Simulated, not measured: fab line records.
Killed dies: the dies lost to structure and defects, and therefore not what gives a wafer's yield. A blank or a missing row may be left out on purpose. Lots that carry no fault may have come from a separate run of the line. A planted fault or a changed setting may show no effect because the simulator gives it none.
Matching of chambers | flow sky130 | SKY_POLY_GATE_ETCH_17 on rie_si-02 has 4 sister chambers
The step etches poly-Si in HBr/Cl2, stops on SiO2, target depth 180 nm, time 70.5 s. 8 wafers are shown with their chamber, then 7 later ones without.

== WAFERS, EACH WITH ITS CHAMBER ==
wafer  | chamber | drypump_motor_current_A (A) | HBr_flow_sccm (sccm)
L937.1 | 2       | 5.4                         | 150.0
L939.1 | 0       | 6.0                         | 150.3
L939.4 | 0       | 5.9                         | 150.6
L939.5 | 2       | 5.3                         | 150.1
L943.4 | 1       | 5.4                         | 150.0
L943.5 | 3       | 6.1                         | 149.5
L944.2 | 3       | 6.2                         | 149.5
L944.3 | 1       | 5.4                         | 149.6

== WAFERS MISSING THEIR CHAMBER ==
wafer  | drypump_motor_current_A (A) | HBr_flow_sccm (sccm)
L944.4 | 6.0                         | 149.6
L947.3 | 5.4                         | 150.4
L947.4 | 6.0                         | 149.8
L947.6 | 6.0                         | 150.1
L955.1 | 5.4                         | 150.2
L955.4 | 5.4                         | 149.8
L955.6 | 5.4                         | 149.3

== CHAMBER TAKEN BY EACH ==
wafer  | from the rows above     | in truth
L944.4 | 3                       | 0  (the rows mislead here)
L947.3 | can't be placed: 2 or 1 | 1
L947.4 | can't be placed: 3 or 0 | 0
L947.6 | 0                       | 0
L955.1 | can't be placed: 2 or 1 | 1
L955.4 | can't be placed: 1 or 2 | 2
L955.6 | can't be placed: 1 or 2 | 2
1 of 7 placed correctly. These rows do not allow placing 5 (true chamber among the candidates in 5). 1 placed wrongly.
How it was worked out, from the rows above alone: a wafer's distance from a chamber is the root of the sum, over the readings, of the square of ((its reading less the chamber's mean) divided by the reading's scatter). The wafer belongs to the nearest chamber; if the next one is less than 2 further off, it can't be placed. Each chamber's mean is taken over the wafers shown for it. The scatter: the root of (the sum of the squares of (reading less its chamber's mean) over the shown wafers, divided by (wafers less chambers)).
